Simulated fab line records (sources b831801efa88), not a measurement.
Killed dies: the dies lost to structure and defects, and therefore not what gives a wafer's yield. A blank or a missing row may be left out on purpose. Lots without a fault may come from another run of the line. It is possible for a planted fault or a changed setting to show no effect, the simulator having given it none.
The tool behind it: which one? | flow sky130 | 13 lots with 39 wafers sampled at 3 steps, on a route of 708 steps

## WHAT THE GAUGES SHOWED, per wafer
SKY_METAL4_OVL_MEAS_14. Usual: METAL4_OVL typically reads -4 nm, with standard deviation 5.6.
lot  | measured     | on         | METAL4_OVL (nm) | flag
L307 | day 42 05:54 | overlay-01 | -12 -8 -11      |
L309 | day 42 23:06 | overlay-01 | 6 -2 -9         |
L310 | day 43 10:24 | overlay-02 | -1 -3 -6        |
L312 | day 43 12:58 | overlay-02 | -3 -1 -13       |
L311 | day 43 20:04 | overlay-02 | -4 -9 -6        |
L313 | day 43 23:28 | overlay-01 | -6 2 -6         |
L314 | day 44 09:55 | overlay-02 | -3 -2 -3        |
L315 | day 44 14:49 | overlay-02 | -10 -9 -11      |
L316 | day 45 05:18 | overlay-02 | -4 -16 -16      |
L317 | day 45 08:46 | overlay-02 | -12 -4 0        |
L318 | day 45 12:51 | overlay-01 | -13 -6 -3       |
L324 | day 46 21:02 | overlay-01 | -3 -8 -9        |
L326 | day 47 09:43 | overlay-02 | -5 0 1          |

SKY_VIA4_THK_MEAS_20: measures by xrf. Usual: VIA4_W_THK typically reads 498 nm, with standard deviation 9.9.
lot  | measured     | on            | VIA4_W_THK (nm) | flag
L307 | day 43 07:35 | film metro-03 | 491 517 510     |
L309 | day 44 01:07 | film metro-03 | 496 494 495     |
L310 | day 44 11:33 | film metro-02 | 507 507 507     |
L312 | day 44 13:52 | film metro-03 | 495 489 492     |
L311 | day 44 21:29 | film metro-03 | 496 506 502     |
L313 | day 45 00:16 | film metro-01 | 518 489 497     |
L314 | day 45 10:28 | film metro-03 | 487 512 489     |
L315 | day 45 15:41 | film metro-03 | 504 506 501     |
L316 | day 46 05:19 | film metro-02 | 491 489 492     |
L317 | day 46 08:34 | film metro-03 | 493 495 495     |
L318 | day 46 12:34 | film metro-01 | 495 515 494     |
L324 | day 47 20:46 | film metro-02 | 510 488 488     |
L326 | day 48 07:01 | film metro-03 | 498 500 500     |

## TOOL THAT RAN EACH LOT (tool first, then ch and the chambers of the sampled wafers, then the start)
lot  | SKY_NWELL_STRIP_14
L307 | plasma asher-01 ch 0,1, day 4 15:46
L309 | plasma asher-01 ch 1, day 5 04:13
L310 | plasma asher-01 ch 1, day 5 11:49
L312 | plasma asher-02 ch 0,1, day 5 19:05
L311 | plasma asher-01 ch 0,1, day 5 19:26
L313 | plasma asher-03 ch 0,1, day 6 01:36
L314 | plasma asher-02 ch 0,1, day 6 06:18
L315 | plasma asher-01 ch 0,1, day 6 16:59
L316 | plasma asher-02 ch 0,1, day 7 00:34
L317 | plasma asher-02 ch 0,1, day 7 03:46
L318 | plasma asher-01 ch 0,1, day 7 11:14
L324 | plasma asher-03 ch 0,1, day 8 18:30
L326 | plasma asher-03 ch 0,1, day 9 12:52
- SKY_NWELL_STRIP_14: strips in O2/N2.

## AS READ BY THE TOOLS THEMSELVES (means over the sampled wafers that have a number; for cases with no such wafer, the mark the record gives instead)
SKY_NWELL_STRIP_14. Usual: drypump motor current A 5.7 A, standard deviation 0.38; oes product au 0.722 a.u., standard deviation 0.0048; strip time to endpoint s 36.91 s, standard deviation 0.11.
lot  | tool            | drypump motor current A (A) | oes product au (a.u.) | strip time to endpoint s (s) | flag
L307 | plasma asher-01 | 5.7                         | 0.724                 | 37.05                        |
L309 | plasma asher-01 | 5.4                         | 0.720                 | 37.09                        |
L310 | plasma asher-01 | 5.4                         | 0.721                 | 36.81                        |
L312 | plasma asher-02 | 5.7                         | 0.722                 | 36.93                        |
L311 | plasma asher-01 | 6.0                         | 0.720                 | 36.92                        |
L313 | plasma asher-03 | 5.3                         | 0.727                 | 36.86                        |
L314 | plasma asher-02 | 5.7                         | 0.723                 | 36.93                        |
L315 | plasma asher-01 | 5.7                         | 0.722                 | 37.05                        |
L316 | plasma asher-02 | 5.7                         | 0.715                 | 36.91                        |
L317 | plasma asher-02 | 5.7                         | 0.723                 | 36.79                        |
L318 | plasma asher-01 | 5.7                         | 0.721                 | 36.70                        |
L324 | plasma asher-03 | 5.7                         | 0.727                 | 36.85                        |
L326 | plasma asher-03 | 5.7                         | 0.720                 | 36.87                        |

## THE ANSWER, worked out from the rows above alone
Rule: take the mean of a lot's wafers that have a number; if it is more than 3 standard deviations from the usual mean, the lot is off. Also off: a lot with no number at a reading for which 4 or more lots have one. The other lots that the step has rows for count as sound. First the gauges in route order, then the tools' own readings, where a lot's mean is used as printed above. At the first step where some lot is off, the reading lying furthest off is the one used; lots without a number count as furthest.
None of the lots is off at any reading shown; this tells nothing.

## WHAT HAD BEEN PUT IN BY THE SIMULATOR
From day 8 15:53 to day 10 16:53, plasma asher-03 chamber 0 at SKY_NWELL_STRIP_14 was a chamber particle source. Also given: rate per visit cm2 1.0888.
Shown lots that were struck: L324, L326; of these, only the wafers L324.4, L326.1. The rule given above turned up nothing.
